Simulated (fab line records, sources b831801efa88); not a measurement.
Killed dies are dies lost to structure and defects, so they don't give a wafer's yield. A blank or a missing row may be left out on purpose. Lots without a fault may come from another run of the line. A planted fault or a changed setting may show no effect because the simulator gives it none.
Problem report in the 8D (eight disciplines) form, filled by code | flow sky130 | the parts of the form that need people (team, actions taken, sign-off) are left out

1. THE PROBLEM
developer_temp_C at SKY_VIA4_DEVELOP_10 reads a mean of 25.22 C on 5 wafers of 2 lots; wafers without a fault read 23.00 C with a standard deviation of 0.11. That is +20 standard deviations from the usual mean.
The step: develop time 60 s.
First seen on wafer L242.3, day 47 13:51, on litho_track-04. The record holds 38 wafers of 13 lots with a number at this step. Rule for "out", or "out of limits": more than 4 standard deviations from the usual mean. The other wafers with a number count as sound.

2. WHAT IT IS AND WHAT IT IS NOT
question                    | is                     | is not
which readings at this step | developer_temp_C       | chill_plate_temp_C
which lots                  | L242, L243             | L225, L226, L227, L229, L230, L231, L232, L233, L235, L246, L248
which wafers of those lots  | all that have a number | -
read on which tools         | litho_track-04         | litho_track-01, litho_track-03
when                        | from day 47 13:51      | up to then (27 sound wafers); but 6 sound wafers of L246, L248 came after

3. SUSPECTS, AND WHAT RULES EACH OUT
Counting: a tool at a process step up to the reading stays a suspect if it ran every lot that is out and no sound lot after the first of them.
- litho_track-04 at SKY_VIA4_DEVELOP_10 (develop time 60 s): kept. It ran every lot that is out, first L242 (day 47 13:51), and no sound lot after that; its last sound lot up to then is L235 (day 45 23:40). Its own readings are out on those wafers: developer_temp_C.
Left after counting: litho_track-04 at SKY_VIA4_DEVELOP_10.

4. THE CAUSE (what the simulator had put in)
Process parameter drift: litho_track-04, from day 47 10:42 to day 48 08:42, at SKY_VIA4_DEVELOP_10. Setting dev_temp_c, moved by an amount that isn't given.
Counting left only this tool.

5. THE CHAIN OF EFFECTS, in route order
Each row: a reading whose mean over the struck wafers that have a number lies more than 3 standard deviations from the usual. Only readings for which the record gives a usual standard deviation are gone through. hours: the time from each lot's start at the first step in this table that gives one to its start at this step, as a median over the lots. sigmas: the change in usual standard deviations.
hours | step                | reading          | usual   | on struck wafers | change | sigmas
0     | SKY_VIA4_DEVELOP_10 | developer_temp_C | 23.00 C | 25.22            | +2.22  | +20
The process steps in it:
- SKY_VIA4_DEVELOP_10: develop time 60 s.
Later measuring or inspecting steps at which every struck wafer that the step has a row for has a number for every such reading, and none has moved that far: SKY_VIA4_OVL_MEAS_11, SKY_VIA4_RS_MEAS_19.

6. WHAT WOULD HAVE CAUGHT IT SOONER
In this record the first reading out of limits was taken at day 47 13:51, 3 hours after the fault began at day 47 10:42.
